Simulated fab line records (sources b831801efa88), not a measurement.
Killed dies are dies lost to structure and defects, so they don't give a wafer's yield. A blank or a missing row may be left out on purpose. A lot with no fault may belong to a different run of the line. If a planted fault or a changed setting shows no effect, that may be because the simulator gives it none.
The tool behind it: which one? || flow gf180mcu || 13 lots, 39 wafers sampled, at 4 steps of a route of 602

== WHAT THE GAUGES SHOWED, per wafer ==
GF_TOP_METAL_THK_MEAS_06: measures by xrf.
{"lot": "L541", "measured": "day 27 15:04", "on": "film metro-04", "TOP_METAL_ALCU_THK (nm)": "914 909 909"}
{"lot": "L542", "measured": "day 27 17:58", "on": "film metro-04", "TOP_METAL_ALCU_THK (nm)": "909 915 890"}
{"lot": "L543", "measured": "day 28 03:19", "on": "film metro-02", "TOP_METAL_ALCU_THK (nm)": "909 921 917"}
{"lot": "L548", "measured": "day 29 09:12", "on": "film metro-02", "TOP_METAL_ALCU_THK (nm)": "912 922 905"}
{"lot": "L551", "measured": "day 30 12:52", "on": "film metro-03", "TOP_METAL_ALCU_THK (nm)": "863 855 857"}
{"lot": "L553", "measured": "day 30 23:29", "on": "film metro-02", "TOP_METAL_ALCU_THK (nm)": "872 884 885"}
{"lot": "L555", "measured": "day 31 11:28", "on": "film metro-04", "TOP_METAL_ALCU_THK (nm)": "900 900 917"}
{"lot": "L556", "measured": "day 31 17:38", "on": "film metro-02", "TOP_METAL_ALCU_THK (nm)": "922 921 914"}
{"lot": "L557", "measured": "day 32 00:13", "on": "film metro-02", "TOP_METAL_ALCU_THK (nm)": "923 915 917"}
{"lot": "L558", "measured": "day 32 08:37", "on": "film metro-04", "TOP_METAL_ALCU_THK (nm)": "910 906 911"}
{"lot": "L560", "measured": "day 32 18:29", "on": "film metro-02", "TOP_METAL_ALCU_THK (nm)": "908 911 914"}
{"lot": "L563", "measured": "day 33 10:08", "on": "film metro-04", "TOP_METAL_ALCU_THK (nm)": "912 903 913"}
{"lot": "L564", "measured": "day 33 15:13", "on": "film metro-04", "TOP_METAL_ALCU_THK (nm)": "891 905 899"}

== EACH LOT AND THE TOOL THAT RAN IT (in order: tool; ch and the chambers of the sampled wafers; start) ==
{"lot": "L541", "GF_V5_CMP_04": "cmp-02 ch 0,1, day 26 16:55", "GF_TOP_METAL_SPUTTER_01": "pvd sputter-04, day 27 14:49", "GF_TOP_METAL_SPUTTER_04": "pvd sputter-04, day 27 14:55"}
{"lot": "L542", "GF_V5_CMP_04": "cmp-02 ch 1,2,3, day 26 19:20", "GF_TOP_METAL_SPUTTER_01": "pvd sputter-02, day 27 17:43", "GF_TOP_METAL_SPUTTER_04": "pvd sputter-02, day 27 17:49"}
{"lot": "L543", "GF_V5_CMP_04": "cmp-01 ch 0,1,3, day 27 05:04", "GF_TOP_METAL_SPUTTER_01": "pvd sputter-01, day 28 03:04", "GF_TOP_METAL_SPUTTER_04": "pvd sputter-01, day 28 03:10"}
{"lot": "L548", "GF_V5_CMP_04": "cmp-01 ch 1,2,3, day 28 11:41", "GF_TOP_METAL_SPUTTER_01": "pvd sputter-01, day 29 08:56", "GF_TOP_METAL_SPUTTER_04": "pvd sputter-01, day 29 09:02"}
{"lot": "L551", "GF_V5_CMP_04": "cmp-01 ch 0,2,3, day 29 15:53", "GF_TOP_METAL_SPUTTER_01": "pvd sputter-01, day 30 12:37", "GF_TOP_METAL_SPUTTER_04": "pvd sputter-01, day 30 12:43"}
{"lot": "L553", "GF_V5_CMP_04": "cmp-01 ch 0,1,3, day 30 03:22", "GF_TOP_METAL_SPUTTER_01": "pvd sputter-01, day 30 23:14", "GF_TOP_METAL_SPUTTER_04": "pvd sputter-01, day 30 23:20"}
{"lot": "L555", "GF_V5_CMP_04": "cmp-02 ch 0,1,3, day 30 15:02", "GF_TOP_METAL_SPUTTER_01": "pvd sputter-04, day 31 11:13", "GF_TOP_METAL_SPUTTER_04": "pvd sputter-04, day 31 11:19"}
{"lot": "L556", "GF_V5_CMP_04": "cmp-02 ch 1,2, day 30 22:01", "GF_TOP_METAL_SPUTTER_01": "pvd sputter-02, day 31 17:24", "GF_TOP_METAL_SPUTTER_04": "pvd sputter-02, day 31 17:29"}
{"lot": "L557", "GF_V5_CMP_04": "cmp-02 ch 1,2, day 31 04:57", "GF_TOP_METAL_SPUTTER_01": "pvd sputter-04, day 31 23:58", "GF_TOP_METAL_SPUTTER_04": "pvd sputter-04, day 32 00:04"}
{"lot": "L558", "GF_V5_CMP_04": "cmp-01 ch 0,2,3, day 31 13:30", "GF_TOP_METAL_SPUTTER_01": "pvd sputter-04, day 32 08:21", "GF_TOP_METAL_SPUTTER_04": "pvd sputter-04, day 32 08:28"}
{"lot": "L560", "GF_V5_CMP_04": "cmp-02 ch 0,3, day 31 23:51", "GF_TOP_METAL_SPUTTER_01": "pvd sputter-04, day 32 18:14", "GF_TOP_METAL_SPUTTER_04": "pvd sputter-04, day 32 18:20"}
{"lot": "L563", "GF_V5_CMP_04": "cmp-02 ch 1,2,3, day 32 15:47", "GF_TOP_METAL_SPUTTER_01": "pvd sputter-02, day 33 09:52", "GF_TOP_METAL_SPUTTER_04": "pvd sputter-02, day 33 09:58"}
{"lot": "L564", "GF_V5_CMP_04": "cmp-02 ch 0,1, day 32 21:11", "GF_TOP_METAL_SPUTTER_01": "pvd sputter-02, day 33 14:58", "GF_TOP_METAL_SPUTTER_04": "pvd sputter-02, day 33 15:04"}
- GF_V5_CMP_04: polishes SiO2.
- GF_TOP_METAL_SPUTTER_01: material TiN, target thk 30 nm, time 25 s.
- GF_TOP_METAL_SPUTTER_04: material TiN, target thk 25 nm, time 20.8 s.

== WHAT THE TOOLS THEMSELVES READ (means of the sampled wafers that have a number; where no wafer has one, the mark that the record gives instead) ==
GF_V5_CMP_04.
{"lot": "L541", "tool": "cmp-02", "motor current A (A)": 11.9}
{"lot": "L542", "tool": "cmp-02", "motor current A (A)": 12.0}
{"lot": "L543", "tool": "cmp-01", "motor current A (A)": 13.4}
{"lot": "L548", "tool": "cmp-01", "motor current A (A)": 13.5}
{"lot": "L551", "tool": "cmp-01", "motor current A (A)": 13.3}
{"lot": "L553", "tool": "cmp-01", "motor current A (A)": 14.0}
{"lot": "L555", "tool": "cmp-02", "motor current A (A)": 11.5}
{"lot": "L556", "tool": "cmp-02", "motor current A (A)": 12.7}
{"lot": "L557", "tool": "cmp-02", "motor current A (A)": 12.5}
{"lot": "L558", "tool": "cmp-01", "motor current A (A)": 13.5}
{"lot": "L560", "tool": "cmp-02", "motor current A (A)": 11.7}
{"lot": "L563", "tool": "cmp-02", "motor current A (A)": 12.6}
{"lot": "L564", "tool": "cmp-02", "motor current A (A)": 12.2}

GF_TOP_METAL_SPUTTER_01.
{"lot": "L541", "tool": "pvd sputter-04", "throttle valve pct (%)": 30.9}
{"lot": "L542", "tool": "pvd sputter-02", "throttle valve pct (%)": 29.0}
{"lot": "L543", "tool": "pvd sputter-01", "throttle valve pct (%)": 31.6}
{"lot": "L548", "tool": "pvd sputter-01", "throttle valve pct (%)": 30.6}
{"lot": "L551", "tool": "pvd sputter-01", "throttle valve pct (%)": 31.5}
{"lot": "L553", "tool": "pvd sputter-01", "throttle valve pct (%)": 31.6}
{"lot": "L555", "tool": "pvd sputter-04", "throttle valve pct (%)": 31.3}
{"lot": "L556", "tool": "pvd sputter-02", "throttle valve pct (%)": 29.1}
{"lot": "L557", "tool": "pvd sputter-04", "throttle valve pct (%)": 31.5}
{"lot": "L558", "tool": "pvd sputter-04", "throttle valve pct (%)": 30.3}
{"lot": "L560", "tool": "pvd sputter-04", "throttle valve pct (%)": 30.5}
{"lot": "L563", "tool": "pvd sputter-02", "throttle valve pct (%)": 29.0}
{"lot": "L564", "tool": "pvd sputter-02", "throttle valve pct (%)": 30.4}

GF_TOP_METAL_SPUTTER_04.
{"lot": "L541", "tool": "pvd sputter-04", "throttle valve pct (%)": 30.9}
{"lot": "L542", "tool": "pvd sputter-02", "throttle valve pct (%)": 29.2}
{"lot": "L543", "tool": "pvd sputter-01", "throttle valve pct (%)": 31.5}
{"lot": "L548", "tool": "pvd sputter-01", "throttle valve pct (%)": 30.8}
{"lot": "L551", "tool": "pvd sputter-01", "throttle valve pct (%)": 31.7}
{"lot": "L553", "tool": "pvd sputter-01", "throttle valve pct (%)": 31.7}
{"lot": "L555", "tool": "pvd sputter-04", "throttle valve pct (%)": 31.3}
{"lot": "L556", "tool": "pvd sputter-02", "throttle valve pct (%)": 29.0}
{"lot": "L557", "tool": "pvd sputter-04", "throttle valve pct (%)": 31.6}
{"lot": "L558", "tool": "pvd sputter-04", "throttle valve pct (%)": 30.5}
{"lot": "L560", "tool": "pvd sputter-04", "throttle valve pct (%)": 30.2}
{"lot": "L563", "tool": "pvd sputter-02", "throttle valve pct (%)": 29.2}
{"lot": "L564", "tool": "pvd sputter-02", "throttle valve pct (%)": 30.3}

== THE ANSWER, worked out from the rows above alone ==
Rule: usual is defined by the lots themselves. The widest of any qualifying gaps counts: lots, ordered by their means at a reading, are off when they make up no more than a third of the lots, leave a main group of 4 or more, and stand apart from it by 3 or more times the standard deviation of that group's means. A main group is skipped when, at the precision printed for the reading in the tables above, its means are all equal. A lot without any number at a reading at which 4 lots or more have one is off too. Where the step has rows for the other lots, those lots are counted as sound. Order of review: gauges by route order, followed by the tools' own readings, for which a lot's mean as printed above is used. At the first step where some lot is off, the reading lying furthest off is the one used; lots without a number count as furthest.
Off: L551, L553, at GF_TOP_METAL_THK_MEAS_06 (TOP_METAL_ALCU_THK). For the main group the mean is 910 nm and the standard deviation 5.8.
If a tool, at a process step before that reading, ran all the lots that are off and no sound lot after the first of them, it fits. Those tools and the gauges at GF_TOP_METAL_THK_MEAS_06 are tried in the same way. One fits: GF_TOP_METAL_SPUTTER_01 and GF_TOP_METAL_SPUTTER_04 on pvd sputter-01. At GF_TOP_METAL_SPUTTER_01 its last sound lot is L548 (day 29 08:56), its first lot that is off L551 (day 30 12:37): a fault that began between those two fits.

== WHAT HAD BEEN PUT IN BY THE SIMULATOR ==
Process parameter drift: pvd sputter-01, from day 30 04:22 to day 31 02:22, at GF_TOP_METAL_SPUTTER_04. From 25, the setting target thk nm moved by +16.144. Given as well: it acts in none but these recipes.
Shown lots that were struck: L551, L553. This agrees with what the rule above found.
